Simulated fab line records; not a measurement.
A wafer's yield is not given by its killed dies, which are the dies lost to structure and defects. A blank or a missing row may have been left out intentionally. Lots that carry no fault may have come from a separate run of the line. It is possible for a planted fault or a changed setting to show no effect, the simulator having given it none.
A struck lot beside a sound one -- flow sky130 -- 43 steps out of a route of 708
Sound: the wafers L524.1, L524.5, L524.6. Struck: wafer L530.3. (L530.1, L530.2 of the same lot were not struck and are left out.) The cause comes at the end.
Each step with rows lists, per side, the tool, then ch with its chambers, then its first start. Under that, the readings that differ: sound wafers -- struck wafers -- difference of the means -- sigmas: that difference in standard deviations of wafers without a fault.
alike: words and numbers the same on both sides, and readings whose means are apart by under 2 such deviations; not compared: readings that were withheld, readings missing a value for some wafer, numbers with overlapping values and no deviation given by the record, and bounds like >300 which may hide the same value.
The two part at a step that has a row with sigmas, a row that says differs or no value, or rows on one side only. Non-overlapping numbers with no deviation appear without sigmas and do not part them. Lack of a reading on every wafer of one side parts them only where that side has two or more wafers.

first, 3 steps without rows for these wafers: SKY_SONOS_ONO_WET_ETCH_18 (etches Si3N4 in H3PO4, target depth 15 nm, time 172 s); SKY_GATE_OXIDE_CLEAN_00 (cleans in SC1/SC2, time 150 s); SKY_GATE_OXIDE_OXIDATION_01 (stabilise 600 s, purge 300 s, target thk 10.268 nm).
SKY_GATE_OXIDE_THK_MEAS_02:
  sound on film_metro-02 at day 15 01:35; struck on film_metro-03 at day 17 02:47
  alike: GATE_OXIDE_OXIDATION_00_THK
then, 7 steps without rows for these wafers: SKY_GATE_OXIDE_DEHYDRATE_03 (time 60 s); SKY_GATE_OXIDE_HMDS_04 (prime time 60 s); SKY_GATE_OXIDE_COAT_05 (resist thk 1140 nm); SKY_GATE_OXIDE_SOFTBAKE_06 (time 60 s); SKY_GATE_OXIDE_EXPOSE_07 (exposes mask LVOM, target cd 600 nm); SKY_GATE_OXIDE_PEB_08; SKY_GATE_OXIDE_DEVELOP_09 (develop time 60 s).
SKY_GATE_OXIDE_OVL_MEAS_10:
  sound on overlay-01 at day 16 04:07; struck on overlay-01 at day 18 08:26
  alike: GATE_OXIDE_OVL
SKY_GATE_OXIDE_IMPLANT_11:
  sound on implanter-04 ch 0, day 16 04:09; struck on implanter-04 ch 0, day 18 08:28
then, 1 step without rows for these wafers: SKY_GATE_OXIDE_WET_ETCH_12 (etches SiO2 in dHF, target depth 16.8 nm, time 336 s).
SKY_GATE_OXIDE_STRIP_13: strips in O2/N2.
  sound on plasma_asher-03 ch 0,1, day 16 04:24; struck on plasma_asher-02 ch 0, day 18 08:43
  alike: drypump_motor_current_A, oes_product_au, strip_time_to_endpoint_s
  not compared: rf_hours_counter_h
SKY_GATE_OXIDE_TW_MEAS_14:
  sound on film_metro-03 at day 16 04:30; struck on film_metro-02 at day 18 08:49
  alike: GATE_OXIDE_TW
then, 3 steps without rows for these wafers: SKY_GATE_OXIDE_CLEAN_15 (cleans in SC1/SC2, time 150 s); SKY_GATE_OXIDE_OXIDATION_16 (stabilise 600 s, purge 300 s, target thk 3.57 nm); SKY_POLY_GATE_CVD_00 (deposits poly-Si, target thk 180 nm, time 720 s).
SKY_POLY_GATE_THK_MEAS_01:
  sound on film_metro-03 at day 16 09:01; struck on film_metro-01 at day 18 13:31
  alike: POLY_GATE_CVD_00_THK
then, 8 steps without rows for these wafers: SKY_RES_PROTECT_DEHYDRATE_00 (time 60 s); SKY_RES_PROTECT_HMDS_01 (prime time 60 s); SKY_RES_PROTECT_COAT_02 (resist thk 1140 nm); SKY_RES_PROTECT_SOFTBAKE_03 (time 60 s); SKY_RES_PROTECT_EXPOSE_04 (exposes mask RPM, target cd 1270 nm); SKY_RES_PROTECT_PEB_05; SKY_RES_PROTECT_DEVELOP_06 (develop time 60 s); SKY_POLY_GATE_IMPLANT_02.
SKY_RES_PROTECT_STRIP_07: strips in O2/N2.
  sound on plasma_asher-02 ch 0,1, day 17 13:52; struck on plasma_asher-02 ch 1, day 19 18:25
  alike: drypump_motor_current_A, oes_product_au, strip_time_to_endpoint_s
  not compared: rf_hours_counter_h
SKY_RES_PROTECT_TW_MEAS_08:
  sound on film_metro-04 at day 17 13:58; struck on film_metro-02 at day 19 18:31
  alike: POLY_GATE_TW
then, 2 steps without rows for these wafers: SKY_RES_PROTECT_CLEAN_09 (cleans in SC1/SC2, time 150 s); SKY_POLY_GATE_CVD_03 (deposits Si3N4 from DCS/NH3, target thk 75 nm, time 1290 s).
SKY_POLY_GATE_THK_MEAS_04:
  sound on film_metro-02 at day 17 15:52; struck on film_metro-03 at day 19 19:59
  alike: POLY_GATE_CVD_03_THK
then, 8 steps without rows for these wafers: SKY_POLY_GATE_DEHYDRATE_05 (time 60 s); SKY_POLY_GATE_HMDS_06 (prime time 60 s); SKY_POLY_GATE_COAT_07 (resist thk 110 nm); SKY_POLY_GATE_COAT_08 (resist thk 450 nm); SKY_POLY_GATE_SOFTBAKE_09 (time 90 s); SKY_POLY_GATE_EXPOSE_10 (exposes mask P1M, target cd 150 nm); SKY_POLY_GATE_PEB_11; SKY_POLY_GATE_DEVELOP_12 (develop time 60 s).
SKY_POLY_GATE_CD_MEAS_13 targets a cd of 150 nm.
  sound on cd_sem-01 at day 18 22:05; struck on cd_sem-01 at day 21 03:00
  alike: cd_nm
-- the record jumps here: 28 days lie between the struck wafers' starts before and after (it left off in module POLY_GATE and takes up again in module PAD_OPEN, whose first step shown is number 708 of the route) --
SKY_PAD_OPEN_PROBE_99:
  sound on prober-02 at day 47 13:18; struck on prober-01 at day 49 01:25
reading,sound,struck,difference,sigmas
killed_on_rim,14 24 19,7,-12,-3
killed_short,39 49 39,28,-14,-2
model.etest.nfet_01v8.drive_ua_um_range,6.843 9.416 10.77,21.61,+12.60,
model.etest.pfet_01v8.drive_ua_um_range,10.58 8.502 5.831,11.34,+3.04,
model.etest.pfet_01v8_lvt.vt_v_range,0.0268 0.02298 0.0259,0.1372,+0.1120,
model.etest.pfet_01v8.vt_v_range,0.01808 0.01747 0.02486,0.05197,+0.03183,
model.etest.nfet_01v8.vt_v_range,0.007535 0.00779 0.008704,0.01321,+0.00520,
  alike: killed_at_M0_to_M3, killed_at_M4_up, killed_at_contacts, killed_at_front_end, killed_at_other, killed_dies, killed_open

== WHERE THEY PART ==
At SKY_PAD_OPEN_PROBE_99 and nowhere else, as far as this record goes.

WHY: the cause the simulator had injected
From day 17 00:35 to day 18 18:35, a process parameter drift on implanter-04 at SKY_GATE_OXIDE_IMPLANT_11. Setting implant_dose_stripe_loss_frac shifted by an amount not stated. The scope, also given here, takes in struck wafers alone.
